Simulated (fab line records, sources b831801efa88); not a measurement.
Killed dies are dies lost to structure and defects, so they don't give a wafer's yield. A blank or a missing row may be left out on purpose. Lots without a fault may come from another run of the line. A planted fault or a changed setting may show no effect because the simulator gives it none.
Which tool did it? | flow sky130 | 6 lots, 18 wafers sampled, at 5 steps of a route of 708

WHAT THE GAUGES READ, wafer by wafer
SKY_VT_ADJUST_NCORE_CD_MEAS_07: target cd 380 nm.
lot  | measured     | on        | cd_nm (nm)
L106 | day 8 22:08  | cd_sem-01 | 384.1 381.9 382.9
L108 | day 9 16:46  | cd_sem-02 | 382.7 380.9 381.5
L110 | day 10 04:40 | cd_sem-02 | 383.1 380.6 382.7
L117 | day 12 03:17 | cd_sem-02 | 376.4 376.7 374.5
L125 | day 14 04:16 | cd_sem-02 | 369.9 373.2 371.0
L128 | day 14 23:58 | cd_sem-02 | 377.1 376.3 376.5

WHICH TOOL RAN EACH LOT (tool, then ch and the chambers of the sampled wafers, then the start)
lot  | SKY_NWELL_STRIP_14                   | SKY_NWELL_RTA_28                 | SKY_VT_ADJUST_HVTP_STRIP_10          | SKY_VT_ADJUST_NCORE_DEVELOP_06
L106 | plasma_asher-04 ch 0,1, day 4 21:04  | rtp_anneal-01 ch 0, day 5 15:03  | plasma_asher-01 ch 0,1, day 6 10:20  | litho_track-02 ch 0, day 8 21:59
L108 | plasma_asher-03 ch 1, day 5 12:16    | rtp_anneal-01 ch 0, day 6 06:40  | plasma_asher-03 ch 0,1, day 7 02:20  | litho_track-02 ch 0, day 9 16:37
L110 | plasma_asher-04 ch 0,1, day 5 21:39  | rtp_anneal-02 ch 0, day 6 17:02  | plasma_asher-04 ch 0,1, day 7 12:33  | litho_track-02 ch 0, day 10 04:32
L117 | plasma_asher-04 ch 1, day 7 14:34    | rtp_anneal-01 ch 0, day 8 11:26  | plasma_asher-03 ch 1, day 9 08:52    | litho_track-02 ch 0, day 12 03:08
L125 | plasma_asher-02 ch 0,1, day 9 10:55  | rtp_anneal-01 ch 0, day 10 08:22 | plasma_asher-03 ch 0, day 11 07:36   | litho_track-02 ch 0, day 14 04:07
L128 | plasma_asher-02 ch 0,1, day 10 03:04 | rtp_anneal-01 ch 0, day 11 00:58 | plasma_asher-04 ch 0,1, day 12 00:23 | litho_track-04 ch 0, day 14 23:49
- SKY_NWELL_STRIP_14: strips in O2/N2.
- SKY_NWELL_RTA_28: time 30 s.
- SKY_VT_ADJUST_HVTP_STRIP_10: strips in O2/N2.
- SKY_VT_ADJUST_NCORE_DEVELOP_06: develop time 60 s.

THE ANSWER, worked out from the rows above alone
Rule: what is usual is taken from the lots themselves. Put in order of their means at a reading, lots are off if they are a third of the lots or fewer, leave a main group of 4 or more, and stand apart from it by a gap of 3 or more times the standard deviation of the main group's means; of several such gaps the widest counts. A main group whose means are all the same, to the digits that the tables above print for the reading, isn't used. A lot without any number at a reading at which 4 lots or more have one is off too. The other lots that the step has rows for count as sound.
No lot is off at any reading shown: from this, nothing can be told.

WHAT THE SIMULATOR HAD PUT IN
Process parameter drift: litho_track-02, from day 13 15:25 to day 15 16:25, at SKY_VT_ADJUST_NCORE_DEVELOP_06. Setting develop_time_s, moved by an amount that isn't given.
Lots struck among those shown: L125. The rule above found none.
